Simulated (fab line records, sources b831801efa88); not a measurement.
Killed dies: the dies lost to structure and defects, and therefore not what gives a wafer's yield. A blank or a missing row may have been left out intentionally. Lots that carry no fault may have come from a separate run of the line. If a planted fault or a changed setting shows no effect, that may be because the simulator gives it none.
fab line records -- flow gf180mcu
record lots=5, wafers=23
route steps=602 shown POLY_GATE@165 HV_LDD@192 NSD@241 PSD@252 SAB@272
start_h: start of the lot's first displayed wafer, in hours after the record's first day -- wait_h: hours elapsed since this lot's preceding step -- " identical to the entry in the row above -- L1.1+2: several wafers, shown together as one row -- - no value present, or no start provided -- * or withheld: withheld -- < > ~ a bound
route shown NAME@n: names a module that has steps shown in the file, with the first one's number in the route -- usual: average and standard deviation across the fault-free wafers -- same: alike in all rows -- chamber/n: place in a boat -- sites: the reading at each site -- _std_site: how widely they spread, as a standard deviation -- _edge_site: mean of outer sites minus mean of inner sites -- radius_mm: how far each site lies from the wafer's centre -- mask NAME#n: copy n -- behind: the last tool/chamber to shape the wafer -- hold: why the lot was held/for how many hours/how that ended -- device: whichever transistor did not switch (one of n, p or np) -- end of line: tests of these same wafers at the route's end -- a step without rows: its recipe alone -- killed: not the wafer's yield, but the dies lost to structure and defects at the first sort -- map: a wafer's dies, marking killed ones x, the rest . and places with no die _
set.NAME: the setting the step ran with; set.NAME@STEP: the setting that earlier step ran with -- model.NAME: the simulator's own value behind a step, which no gauge read
lots with deliberately changed settings; one table per step, one row per wafer
## steps
# step GF_POLY_GATE_PEB_08
# recipe peb_temp_c=135, peb_time_s=90, resist=KrF
lot.wafer,tool,chamber,start_h,wait_h,set.peb_time_s
L074.1+4+6,litho_track-01,0,-,-,90
L078.1+2+3+4+6,litho_track-01,0,-,-,90
L079.1+2+5,litho_track-02,0,-,-,90
L079.3+6,litho_track-02,0,-,-,102.9
L082.1+4+6,litho_track-02,0,-,-,84.06
L082.3+5,litho_track-02,0,-,-,90
L085.1+2+5,litho_track-04,0,-,-,90
L085.4+6,litho_track-04,0,-,-,99.47
# step GF_POLY_GATE_DEVELOP_09
# recipe develop_time_s=60, resist=KrF, dev_temp_c=21
# step GF_POLY_GATE_CD_MEAS_10
# recipe target_cd_nm=280
# usual cd_nm=280.0/0.85
lot.wafer,tool,chamber,start_h,wait_h,set.peb_time_s@POLY_GATE_PEB_08,cd_nm
L074.1,cd_sem-01,-,198.43,0.1,90,279.5
L074.4,cd_sem-01,-,198.43,0.1,90,280.1
L074.6,cd_sem-01,-,198.43,0.1,90,278.7
L078.1,cd_sem-01,-,227.38,0.1,90,281.4
L078.2,cd_sem-01,-,227.38,0.1,90,281.2
L078.3,cd_sem-01,-,227.38,0.1,90,280.4
L078.4,cd_sem-01,-,227.38,0.1,90,280.8
L078.6,cd_sem-01,-,227.38,0.1,90,281.3
L079.1,cd_sem-02,-,236.57,0.1,90,279.8
L079.2,cd_sem-02,-,236.57,0.1,90,279.7
L079.3,cd_sem-02,-,236.57,0.1,102.9,277.0
L079.5,cd_sem-02,-,236.57,0.1,90,280.1
L079.6,cd_sem-02,-,236.57,0.1,102.9,275.4
L082.1,cd_sem-01,-,260.17,0.1,84.06,281.7
L082.3,cd_sem-01,-,260.17,0.1,90,279.4
L082.4,cd_sem-01,-,260.17,0.1,84.06,280.5
L082.5,cd_sem-01,-,260.17,0.1,90,279.3
L082.6,cd_sem-01,-,260.17,0.1,84.06,281.8
L085.1,cd_sem-01,-,275.86,0.1,90,280.1
L085.2,cd_sem-01,-,275.86,0.1,90,278.7
L085.4,cd_sem-01,-,275.86,0.1,99.47,278.3
L085.5,cd_sem-01,-,275.86,0.1,90,279.6
L085.6,cd_sem-01,-,275.86,0.1,99.47,277.5
# step GF_HV_LDD_EXPOSE_16
# recipe mask_id=Pplus_LV_AREA, target_cd_nm=400, na=0.6, source_shape=conventional, sigma_outer=0.6, dose_mj=140
lot.wafer,tool,chamber,start_h,wait_h,mask,set.dose_mj
L074.1+4+6,iline_stepper-02,0,-,-,Pplus_LV_AREA#0,140
L078.1+2+3+4+6,iline_stepper-01,0,-,-,Pplus_LV_AREA#0,140
L079.1+3+6,iline_stepper-02,0,-,-,Pplus_LV_AREA#0,140
L079.2+5,iline_stepper-02,0,-,-,Pplus_LV_AREA#0,134.8
L082.1+3+4,iline_stepper-01,0,-,-,Pplus_LV_AREA#0,147.5
L082.5+6,iline_stepper-01,0,-,-,Pplus_LV_AREA#0,140
L085.1+4+5,iline_stepper-01,0,-,-,Pplus_LV_AREA#0,140
L085.2+6,iline_stepper-01,0,-,-,Pplus_LV_AREA#0,133.8
# step GF_HV_LDD_PEB_17
# recipe temp_c=withheld, time_s=*, resist=NOVOLAK
# step GF_HV_LDD_DEVELOP_18
# recipe develop_time_s=60, dev_temp_c=23
# step GF_HV_LDD_CD_MEAS_19
# recipe target_cd_nm=400
# usual cd_nm=399.2/3
lot.wafer,tool,chamber,start_h,wait_h,set.dose_mj@HV_LDD_EXPOSE_16,cd_nm
L074.1,cd_sem-02,-,235.33,0.1,140,398.7
L074.4,cd_sem-02,-,235.33,0.1,140,398.9
L074.6,cd_sem-02,-,235.33,0.1,140,399.3
L078.1,cd_sem-01,-,266.68,0.1,140,398.7
L078.2,cd_sem-01,-,266.68,0.1,140,399.1
L078.3,cd_sem-01,-,266.68,0.1,140,397.9
L078.4,cd_sem-01,-,266.68,0.1,140,399.5
L078.6,cd_sem-01,-,266.68,0.1,140,398.1
L079.1,cd_sem-01,-,276.76,0.1,140,401.9
L079.2,cd_sem-01,-,276.76,0.1,134.8,390.5
L079.3,cd_sem-01,-,276.76,0.1,140,400.0
L079.5,cd_sem-01,-,276.76,0.1,134.8,391.2
L079.6,cd_sem-01,-,276.76,0.1,140,401.6
L082.1,cd_sem-02,-,302.73,0.1,147.5,419.9
L082.3,cd_sem-02,-,302.73,0.1,147.5,418.3
L082.4,cd_sem-02,-,302.73,0.1,147.5,415.7
L082.5,cd_sem-02,-,302.73,0.1,140,404.6
L082.6,cd_sem-02,-,302.73,0.1,140,404.1
L085.1,cd_sem-02,-,319.03,0.1,140,399.9
L085.2,cd_sem-02,-,319.03,0.1,133.8,388.3
L085.4,cd_sem-02,-,319.03,0.1,140,397.8
L085.5,cd_sem-02,-,319.03,0.1,140,399.7
L085.6,cd_sem-02,-,319.03,0.1,133.8,387.2
# step GF_HV_LDD_IMPLANT_48
# recipe species=B, energy_kev=25, dose_cm2=3e+13, tilt_deg=7
lot.wafer,tool,chamber,start_h,wait_h,set.dose_cm2
L074.1+4+6,implanter-02,0,272.98,0.0,3e+13
L078.1+3,implanter-01,0,307.63,0.0,2.878e+13
L078.2+4+6,implanter-01,0,307.63,0.0,3e+13
L079.1+3,implanter-02,0,318.23,0.0,3e+13
L079.2+5+6,implanter-02,0,318.23,0.0,3.2e+13
L082.1+3+4+5+6,implanter-01,0,347.33,0.0,3e+13
L085.1+2+4+5+6,implanter-04,0,365.38,0.0,3e+13
# step GF_HV_LDD_STRIP_49
# recipe chemistry=O2/N2, power_w=1400, pressure_mtorr=1500, platen_temp_c=250, o2_flow_sccm=3000, n2_flow_sccm=300, overash_fraction=0.5
# step GF_HV_LDD_TW_MEAS_50
# usual HV_LDD_4_TW=576/5.8
lot.wafer,tool,chamber,start_h,wait_h,set.dose_cm2@HV_LDD_IMPLANT_48,HV_LDD_4_TW
L074.1,film_metro-04,-,273.23,0.1,3e+13,581
L074.4,film_metro-04,-,273.23,0.1,3e+13,578
L074.6,film_metro-04,-,273.23,0.1,3e+13,580
L078.1,film_metro-04,-,307.88,0.1,2.878e+13,569
L078.2,film_metro-04,-,307.88,0.1,3e+13,581
L078.3,film_metro-04,-,307.88,0.1,2.878e+13,569
L078.4,film_metro-04,-,307.88,0.1,3e+13,578
L078.6,film_metro-04,-,307.88,0.1,3e+13,581
L079.1,film_metro-04,-,318.48,0.1,3e+13,573
L079.2,film_metro-04,-,318.48,0.1,3.2e+13,587
L079.3,film_metro-04,-,318.48,0.1,3e+13,578
L079.5,film_metro-04,-,318.48,0.1,3.2e+13,588
L079.6,film_metro-04,-,318.48,0.1,3.2e+13,586
L082.1,film_metro-04,-,347.58,0.1,3e+13,578
L082.3,film_metro-04,-,347.58,0.1,3e+13,575
L082.4,film_metro-04,-,347.58,0.1,3e+13,574
L082.5,film_metro-04,-,347.58,0.1,3e+13,575
L082.6,film_metro-04,-,347.58,0.1,3e+13,579
L085.1,film_metro-04,-,365.63,0.1,3e+13,576
L085.2,film_metro-04,-,365.63,0.1,3e+13,577
L085.4,film_metro-04,-,365.63,0.1,3e+13,577
L085.5,film_metro-04,-,365.63,0.1,3e+13,577
L085.6,film_metro-04,-,365.63,0.1,3e+13,576
# step GF_HV_LDD_CVD_56
# recipe material=Si3N4, precursor=DCS/NH3, target_thk_nm=90, temp_c=770, time_s=1543, pressure_mtorr=250
lot.wafer,tool,chamber,start_h,wait_h,set.temp_c,model.Si3N4_of_HV_LDD_CVD_56.thk_nm
L074.1,lpcvd-01,0,274.61,0.1,770,90.25
L074.4,lpcvd-01,0,274.61,0.1,770,90.24
L074.6,lpcvd-01,0,274.61,0.1,770,89.65
L078.1,-,-,-,0.1,775.1,98.78
L078.2,-,-,-,0.1,775.1,98.74
L078.3,-,-,-,0.1,775.1,99.27
L078.4,-,-,-,0.1,775.1,98.2
L078.6,-,-,-,0.1,775.1,98.81
L079.1,-,-,-,0.1,776.3,101.1
L079.2,-,-,-,0.1,776.3,100.3
L079.3+6,-,-,-,0.1,776.3,101.7
L079.5,-,-,-,0.1,776.3,100.5
L082.1,-,-,-,0.1,774.4,97.75
L082.3,-,-,-,0.1,774.4,97.89
L082.4,-,-,-,0.1,774.4,98.12
L082.5,-,-,-,0.1,774.4,98.4
L082.6,-,-,-,0.1,774.4,98.28
L085.1,-,-,-,0.1,770,89.54
L085.2,-,-,-,0.1,770,89.47
L085.4,-,-,-,0.1,770,90.27
L085.5,-,-,-,0.1,770,89.9
L085.6,-,-,-,0.1,770,89.62
# step GF_HV_LDD_THK_MEAS_57
# recipe reads=Si3N4_of_HV_LDD_CVD_56
# usual HV_LDD_CVD_56_THK=89.7/0.73
lot.wafer,tool,chamber,start_h,wait_h,set.temp_c@HV_LDD_CVD_56,HV_LDD_CVD_56_THK[nm]
L074.1,film_metro-04,-,276.04,0.0,770,90.3
L074.4,film_metro-04,-,276.04,0.0,770,90.3
L074.6,film_metro-04,-,276.04,0.0,770,89.7
L078.1,film_metro-04,-,-,-,775.1,98.8
L078.2,film_metro-04,-,-,-,775.1,98.8
L078.3,film_metro-04,-,-,-,775.1,99.4
L078.4,film_metro-04,-,-,-,775.1,98.2
L078.6,film_metro-04,-,-,-,775.1,98.8
L079.1,film_metro-01,-,-,-,776.3,101.1
L079.2,film_metro-01,-,-,-,776.3,100.3
L079.3,film_metro-01,-,-,-,776.3,101.8
L079.5,film_metro-01,-,-,-,776.3,100.6
L079.6,film_metro-01,-,-,-,776.3,101.7
L082.1,film_metro-01,-,-,-,774.4,97.8
L082.3,film_metro-01,-,-,-,774.4,97.9
L082.4,film_metro-01,-,-,-,774.4,98.1
L082.5,film_metro-01,-,-,-,774.4,98.3
L082.6,film_metro-01,-,-,-,774.4,98.3
L085.1,film_metro-01,-,-,-,770,89.5
L085.2,film_metro-01,-,-,-,770,89.5
L085.4,film_metro-01,-,-,-,770,90.2
L085.5,film_metro-01,-,-,-,770,89.9
L085.6,film_metro-01,-,-,-,770,89.6
# step GF_HV_LDD_ETCHBACK_58
# recipe chemistry=CH3F/O2, target=Si3N4, stop_on=SiO2, source_w=400, bias_w=80, pressure_mtorr=25, ch3f_flow_sccm=40, O2_flow_sccm=30, time_s=100, target_depth_a=900
# usual oes_product_au=0.841/0.0053
lot.wafer,tool,chamber,start_h,wait_h,set.temp_c@HV_LDD_CVD_56,oes_product_au
L074.1,rie_diel-02,1,276.10,0.1,770,0.843
L074.4,rie_diel-02,1,276.10,0.1,770,0.845
L074.6,rie_diel-02,1,276.10,0.1,770,0.842
L078.1,rie_diel-04,0,310.75,0.1,775.1,0.883
L078.2,rie_diel-04,3,310.75,0.1,775.1,0.895
L078.3,rie_diel-04,2,310.75,0.1,775.1,0.889
L078.4,rie_diel-04,2,310.75,0.1,775.1,0.885
L078.6,rie_diel-04,0,310.75,0.1,775.1,0.892
L079.1,rie_diel-02,2,321.35,0.1,776.3,0.907
L079.2,rie_diel-02,1,321.35,0.1,776.3,0.892
L079.3,rie_diel-02,3,321.35,0.1,776.3,0.904
L079.5,rie_diel-02,1,321.35,0.1,776.3,0.902
L079.6,rie_diel-02,0,321.35,0.1,776.3,0.905
L082.1,rie_diel-04,3,351.19,0.1,774.4,0.877
L082.3,rie_diel-04,0,351.19,0.1,774.4,0.883
L082.4,rie_diel-04,0,351.19,0.1,774.4,0.877
L082.5,rie_diel-04,3,351.19,0.1,774.4,0.887
L082.6,rie_diel-04,2,351.19,0.1,774.4,0.891
L085.1,rie_diel-02,0,368.75,0.1,770,0.847
L085.2,rie_diel-02,2,368.75,0.1,770,0.835
L085.4,rie_diel-02,1,368.75,0.1,770,0.840
L085.5,rie_diel-02,3,368.75,0.1,770,0.839
L085.6,rie_diel-02,0,368.75,0.1,770,0.841
# step GF_NSD_DEVELOP_06
# recipe develop_time_s=60, dev_temp_c=23
lot.wafer,tool,chamber,start_h,wait_h,set.dev_temp_c
L074.1+4+6,litho_track-01,0,295.98,0.1,23
L078.1+2+3+4+6,litho_track-03,0,331.58,0.1,23
L079.1+6,litho_track-01,0,343.53,0.1,23
L079.2+3+5,litho_track-01,0,343.53,0.1,21.55
L082.1+6,litho_track-02,0,373.92,0.1,24.25
L082.3+4+5,litho_track-02,0,373.92,0.1,23
L085.1+5,litho_track-03,0,391.93,0.1,23
L085.2+4+6,litho_track-03,0,391.93,0.1,20.61
# step GF_NSD_CD_MEAS_07
# recipe target_cd_nm=400
# usual cd_nm=400.5/2
lot.wafer,tool,chamber,start_h,wait_h,set.dev_temp_c@NSD_DEVELOP_06,cd_nm
L074.1,cd_sem-01,-,296.13,0.1,23,400.1
L074.4,cd_sem-01,-,296.13,0.1,23,400.5
L074.6,cd_sem-01,-,296.13,0.1,23,401.2
L078.1,cd_sem-02,-,331.73,0.1,23,400.1
L078.2,cd_sem-02,-,331.73,0.1,23,403.4
L078.3,cd_sem-02,-,331.73,0.1,23,403.2
L078.4,cd_sem-02,-,331.73,0.1,23,402.2
L078.6,cd_sem-02,-,331.73,0.1,23,400.6
L079.1,cd_sem-01,-,343.68,0.1,23,396.0
L079.2,cd_sem-01,-,343.68,0.1,21.55,404.7
L079.3,cd_sem-01,-,343.68,0.1,21.55,402.7
L079.5,cd_sem-01,-,343.68,0.1,21.55,402.8
L079.6,cd_sem-01,-,343.68,0.1,23,397.7
L082.1,cd_sem-02,-,374.07,0.1,24.25,393.8
L082.3,cd_sem-02,-,374.07,0.1,23,397.0
L082.4,cd_sem-02,-,374.07,0.1,23,397.7
L082.5,cd_sem-02,-,374.07,0.1,23,398.8
L082.6,cd_sem-02,-,374.07,0.1,24.25,394.8
L085.1,cd_sem-02,-,392.08,0.1,23,399.3
L085.2,cd_sem-02,-,392.08,0.1,20.61,408.6
L085.4,cd_sem-02,-,392.08,0.1,20.61,409.0
L085.5,cd_sem-02,-,392.08,0.1,23,398.0
L085.6,cd_sem-02,-,392.08,0.1,20.61,407.9
# step GF_NSD_IMPLANT_09
# recipe species=As, energy_kev=60, dose_cm2=4e+15, tilt_deg=7
lot.wafer,tool,chamber,start_h,wait_h,set.energy_kev,model.implant.rp_nm,model.implant.drp_nm
L074.1+4+6,implanter-01,0,296.28,0.0,60,37.12,16.15
L078.1+2+3,implanter-03,0,331.88,0.0,60,36.67,16.15
L078.4+6,implanter-03,0,331.88,0.0,56.58,34.93,15.44
L079.1+2,implanter-01,0,343.83,0.0,61.64,38.42,16.49
L079.3+5+6,implanter-01,0,343.83,0.0,60,37.57,16.15
L082.1+4+5,implanter-03,0,374.23,0.0,62.82,37.82,16.73
L082.3+6,implanter-03,0,374.23,0.0,60,36.4,16.15
L085.1+2,implanter-04,0,392.23,0.0,63.83,40.13,16.93
L085.4+5+6,implanter-04,0,392.23,0.0,60,38.1,16.15
# step GF_NSD_IMPLANT_10
# recipe species=P, energy_kev=40, dose_cm2=5e+14, tilt_deg=7
# step GF_NSD_STRIP_11
# recipe chemistry=O2/N2, power_w=1400, pressure_mtorr=1500, platen_temp_c=250, o2_flow_sccm=3000, n2_flow_sccm=300, overash_fraction=0.5
# usual strip_time_to_endpoint_s=22.97/0.031
lot.wafer,tool,chamber,start_h,wait_h,set.energy_kev@NSD_IMPLANT_09,strip_time_to_endpoint_s
L074.1,plasma_asher-01,1,296.58,0.1,60,22.97
L074.4,plasma_asher-01,1,296.58,0.1,60,23.00
L074.6,plasma_asher-01,0,296.58,0.1,60,22.98
L078.1,plasma_asher-03,1,332.18,0.1,60,22.92
L078.2,plasma_asher-03,0,332.18,0.1,60,22.90
L078.3,plasma_asher-03,0,332.18,0.1,60,22.94
L078.4,plasma_asher-03,1,332.18,0.1,56.58,22.45
L078.6,plasma_asher-03,1,332.18,0.1,56.58,22.48
L079.1,plasma_asher-01,0,344.13,0.1,61.64,23.22
L079.2,plasma_asher-01,1,344.13,0.1,61.64,23.21
L079.3,plasma_asher-01,1,344.13,0.1,60,22.99
L079.5,plasma_asher-01,1,344.13,0.1,60,22.97
L079.6,plasma_asher-01,0,344.13,0.1,60,23.00
L082.1,plasma_asher-01,0,374.53,0.1,62.82,23.36
L082.3,plasma_asher-01,0,374.53,0.1,60,22.96
L082.4,plasma_asher-01,1,374.53,0.1,62.82,23.35
L082.5,plasma_asher-01,0,374.53,0.1,62.82,23.34
L082.6,plasma_asher-01,1,374.53,0.1,60,22.99
L085.1,plasma_asher-01,1,392.53,0.1,63.83,23.52
L085.2,plasma_asher-01,0,392.53,0.1,63.83,23.45
L085.4,plasma_asher-01,0,392.53,0.1,60,22.98
L085.5,plasma_asher-01,1,392.53,0.1,60,22.99
L085.6,plasma_asher-01,0,392.53,0.1,60,22.96
# step GF_PSD_EXPOSE_04
# recipe mask_id=Pplus, target_cd_nm=400, na=0.6, source_shape=conventional, sigma_outer=0.6, dose_mj=140
lot.wafer,tool,chamber,start_h,wait_h,mask,set.dose_mj
L074.1+4+6,iline_stepper-02,0,-,-,Pplus#0,140
L078.1+3+4,iline_stepper-02,0,-,-,Pplus#0,140
L078.2+6,iline_stepper-02,0,-,-,Pplus#0,149.9
L079.1+2+3+5+6,iline_stepper-01,0,-,-,Pplus#0,140
L082.1+3+4+5+6,iline_stepper-02,0,-,-,Pplus#0,140
L085.1+6,iline_stepper-01,0,-,-,Pplus#0,149.8
L085.2+4+5,iline_stepper-01,0,-,-,Pplus#0,140
# step GF_PSD_PEB_05
# recipe temp_c=withheld, time_s=*, resist=NOVOLAK
# step GF_PSD_DEVELOP_06
# recipe develop_time_s=60, dev_temp_c=23
# step GF_PSD_CD_MEAS_07
# recipe target_cd_nm=400
# usual cd_nm=399.0/2.2
lot.wafer,tool,chamber,start_h,wait_h,set.dose_mj@PSD_EXPOSE_04,cd_nm
L074.1,cd_sem-02,-,317.43,0.1,140,398.4
L074.4,cd_sem-02,-,317.43,0.1,140,397.8
L074.6,cd_sem-02,-,317.43,0.1,140,397.5
L078.1,cd_sem-02,-,354.98,0.1,140,400.1
L078.2,cd_sem-02,-,354.98,0.1,149.9,417.6
L078.3,cd_sem-02,-,354.98,0.1,140,397.2
L078.4,cd_sem-02,-,354.98,0.1,140,399.0
L078.6,cd_sem-02,-,354.98,0.1,149.9,417.3
L079.1,cd_sem-01,-,367.08,0.1,140,397.3
L079.2,cd_sem-01,-,367.08,0.1,140,396.0
L079.3,cd_sem-01,-,367.08,0.1,140,395.7
L079.5,cd_sem-01,-,367.08,0.1,140,400.7
L079.6,cd_sem-01,-,367.08,0.1,140,400.6
L082.1,cd_sem-02,-,398.32,0.1,140,398.8
L082.3,cd_sem-02,-,398.32,0.1,140,400.7
L082.4,cd_sem-02,-,398.32,0.1,140,401.6
L082.5,cd_sem-02,-,398.32,0.1,140,399.8
L082.6,cd_sem-02,-,398.32,0.1,140,399.6
L085.1,cd_sem-01,-,416.83,0.1,149.8,419.5
L085.2,cd_sem-01,-,416.83,0.1,140,400.7
L085.4,cd_sem-01,-,416.83,0.1,140,400.0
L085.5,cd_sem-01,-,416.83,0.1,140,399.6
L085.6,cd_sem-01,-,416.83,0.1,149.8,417.5
# step GF_PSD_CLEAN_12
# recipe chemistry=SC1/SC2, mix=1:4:20, temp_c=70, time_s=150, dry=n2_spin
lot.wafer,tool,chamber,start_h,wait_h,set.time_s
L074.1+4+6,wet_bench-02,2,317.89,0.1,150
L078.1+2+3+4+6,-,-,-,0.1,164.3
L079.1+2+3+5+6,-,-,-,0.1,150
L082.1+3+4+5+6,-,-,-,0.1,161.2
L085.1+2+4+5+6,-,-,-,0.1,158.6
# step GF_PSD_RTA_13
# recipe temp_c=1025, time_s=20, ambient=N2
# step GF_PSD_RS_MEAS_14
# recipe thk_meas_gauge=four-point-probe
# usual NSD_RS=46.11/0.068
lot.wafer,tool,chamber,start_h,wait_h,set.energy_kev@NSD_IMPLANT_09,NSD_RS[ohm/sq]
L074.1,film_metro-01,-,318.03,0.1,60,46.06
L074.4,film_metro-01,-,318.03,0.1,60,45.99
L074.6,film_metro-01,-,318.03,0.1,60,46.19
L078.1,film_metro-01,-,355.58,0.1,60,46.17
L078.2,film_metro-01,-,355.58,0.1,60,46.10
L078.3,film_metro-01,-,355.58,0.1,60,46.07
L078.4,film_metro-01,-,355.58,0.1,56.58,47.12
L078.6,film_metro-01,-,355.58,0.1,56.58,47.13
L079.1,film_metro-04,-,367.68,0.1,61.64,45.57
L079.2,film_metro-04,-,367.68,0.1,61.64,45.60
L079.3,film_metro-04,-,367.68,0.1,60,46.03
L079.5,film_metro-04,-,367.68,0.1,60,46.14
L079.6,film_metro-04,-,367.68,0.1,60,46.12
L082.1,film_metro-02,-,398.92,0.1,62.82,45.39
L082.3,film_metro-02,-,398.92,0.1,60,46.06
L082.4,film_metro-02,-,398.92,0.1,62.82,45.25
L082.5,film_metro-02,-,398.92,0.1,62.82,45.28
L082.6,film_metro-02,-,398.92,0.1,60,46.08
L085.1,film_metro-04,-,417.43,0.1,63.83,45.02
L085.2,film_metro-04,-,417.43,0.1,63.83,45.02
L085.4,film_metro-04,-,417.43,0.1,60,46.07
L085.5,film_metro-04,-,417.43,0.1,60,46.04
L085.6,film_metro-04,-,417.43,0.1,60,46.17
# step GF_SAB_DEVELOP_08
# recipe develop_time_s=60, dev_temp_c=23
lot.wafer,tool,chamber,start_h,wait_h,set.develop_time_s
L074.1+4+6,litho_track-02,0,339.62,0.1,60
L078.1+3+6,litho_track-04,0,378.76,0.1,67.29
L078.2+4,litho_track-04,0,378.76,0.1,60
L079.1+2+3+5+6,litho_track-04,0,391.01,0.1,60
L082.1+3+4+5+6,litho_track-04,0,423.46,0.1,60
L085.1+2+4,litho_track-04,0,442.36,0.1,60
L085.5+6,litho_track-04,0,442.36,0.1,52.71
# step GF_SAB_CD_MEAS_09
# recipe target_cd_nm=420
# usual cd_nm=420.4/2.3
lot.wafer,tool,chamber,start_h,wait_h,set.develop_time_s@SAB_DEVELOP_08,cd_nm
L074.1,cd_sem-01,-,339.77,0.1,60,416.9
L074.4,cd_sem-01,-,339.77,0.1,60,418.2
L074.6,cd_sem-01,-,339.77,0.1,60,417.0
L078.1,cd_sem-01,-,378.91,0.1,67.29,412.0
L078.2,cd_sem-01,-,378.91,0.1,60,421.2
L078.3,cd_sem-01,-,378.91,0.1,67.29,411.3
L078.4,cd_sem-01,-,378.91,0.1,60,420.4
L078.6,cd_sem-01,-,378.91,0.1,67.29,411.0
L079.1,cd_sem-01,-,391.16,0.1,60,419.9
L079.2,cd_sem-01,-,391.16,0.1,60,419.1
L079.3,cd_sem-01,-,391.16,0.1,60,417.9
L079.5,cd_sem-01,-,391.16,0.1,60,418.2
L079.6,cd_sem-01,-,391.16,0.1,60,419.0
L082.1,cd_sem-02,-,423.61,0.1,60,422.6
L082.3,cd_sem-02,-,423.61,0.1,60,420.6
L082.4,cd_sem-02,-,423.61,0.1,60,424.0
L082.5,cd_sem-02,-,423.61,0.1,60,421.2
L082.6,cd_sem-02,-,423.61,0.1,60,421.2
L085.1,cd_sem-02,-,442.60,0.2,60,420.4
L085.2,cd_sem-02,-,442.60,0.2,60,420.5
L085.4,cd_sem-02,-,442.60,0.2,60,421.1
L085.5,cd_sem-02,-,442.60,0.2,52.71,434.0
L085.6,cd_sem-02,-,442.60,0.2,52.71,431.4
# step GF_SAB_ETCH_11
# recipe chemistry=C4F8/O2/Ar, mask_material=NOVOLAK, target=SiO2, target_depth_nm=55, source_w=1500, bias_w=1200, pressure_mtorr=40, c4f8_flow_sccm=withheld, O2_flow_sccm=6, Ar_flow_sccm=300, time_s=8.5
lot.wafer,tool,chamber,start_h,wait_h,set.develop_time_s@SAB_DEVELOP_08,model.SAB.cd_nm
L074.1,rie_diel-01,2,339.93,0.0,60,417.7
L074.4,rie_diel-01,0,339.93,0.0,60,418
L074.6,rie_diel-01,1,339.93,0.0,60,417.4
L078.1,rie_diel-03,3,379.07,0.0,67.29,412
L078.2,rie_diel-03,0,379.07,0.0,60,421.4
L078.3,rie_diel-03,1,379.07,0.0,67.29,411.2
L078.4,rie_diel-03,2,379.07,0.0,60,420.1
L078.6,rie_diel-03,1,379.07,0.0,67.29,411.1
L079.1,rie_diel-02,1,391.32,0.0,60,419.8
L079.2,rie_diel-02,3,391.32,0.0,60,418.7
L079.3,rie_diel-02,0,391.32,0.0,60,418.2
L079.5,rie_diel-02,0,391.32,0.0,60,418.3
L079.6,rie_diel-02,3,391.32,0.0,60,419.1
L082.1,rie_diel-01,2,423.77,0.0,60,422.7
L082.3,rie_diel-01,1,423.77,0.0,60,420.4
L082.4,rie_diel-01,0,423.77,0.0,60,423.3
L082.5,rie_diel-01,2,423.77,0.0,60,421.6
L082.6,rie_diel-01,3,423.77,0.0,60,420.8
L085.1,rie_diel-02,2,442.75,0.0,60,420.3
L085.2,rie_diel-02,3,442.75,0.0,60,420.6
L085.4,rie_diel-02,1,442.75,0.0,60,421.6
L085.5,rie_diel-02,1,442.75,0.0,52.71,434
L085.6,rie_diel-02,0,442.75,0.0,52.71,432.2
## key
split step=GF_POLY_GATE_PEB_08, setting=peb_time_s, stated=90, by=wafer
response step=GF_POLY_GATE_CD_MEAS_10, reading=cd_nm, change=-0.232, per=1%, r=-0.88
split step=GF_HV_LDD_EXPOSE_16, setting=dose_mj, stated=140, by=wafer
response step=GF_HV_LDD_CD_MEAS_19, reading=cd_nm, change=+2.6, per=1%, r=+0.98
split step=GF_HV_LDD_IMPLANT_48, setting=dose_cm2, stated=3e+13, by=wafer
response step=GF_HV_LDD_TW_MEAS_50, reading=HV_LDD_4_TW, change=+1.98, per=1%, r=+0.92
split step=GF_HV_LDD_CVD_56, setting=temp_c, stated=770, by=lot
response step=GF_HV_LDD_CVD_56, reading=model.Si3N4_of_HV_LDD_CVD_56.thk_nm, change=+13.7, per=1%, r=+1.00
response step=GF_HV_LDD_THK_MEAS_57, reading=HV_LDD_CVD_56_THK, change=+13.7, per=1%, r=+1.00
response step=GF_HV_LDD_ETCHBACK_58, reading=oes_product_au, change=+0.0728, per=1%, r=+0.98
split step=GF_NSD_DEVELOP_06, setting=dev_temp_c, stated=23, by=wafer
response step=GF_NSD_CD_MEAS_07, reading=cd_nm, change=-0.919, per=1%, r=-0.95
split step=GF_NSD_IMPLANT_09, setting=energy_kev, stated=60, by=wafer
response step=GF_NSD_IMPLANT_09, reading=model.implant.rp_nm, change=+0.31, per=1%, r=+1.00
response step=GF_NSD_IMPLANT_09, reading=model.implant.drp_nm, change=+0.123, per=1%, r=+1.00
response step=GF_NSD_STRIP_11, reading=strip_time_to_endpoint_s, change=*, per=1%, r=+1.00
response step=GF_PSD_RS_MEAS_14, reading=NSD_RS, change=-0.172, per=1%, r=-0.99
split step=GF_PSD_EXPOSE_04, setting=dose_mj, stated=140, by=wafer
response step=GF_PSD_CD_MEAS_07, reading=cd_nm, change=+2.63, per=1%, r=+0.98
split step=GF_PSD_CLEAN_12, setting=time_s, stated=150, by=lot
response none clear
split step=GF_SAB_DEVELOP_08, setting=develop_time_s, stated=60, by=wafer
response step=GF_SAB_CD_MEAS_09, reading=cd_nm, change=-0.88, per=1%, r=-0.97
response step=GF_SAB_ETCH_11, reading=model.SAB.cd_nm, change=-0.89, per=1%, r=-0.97
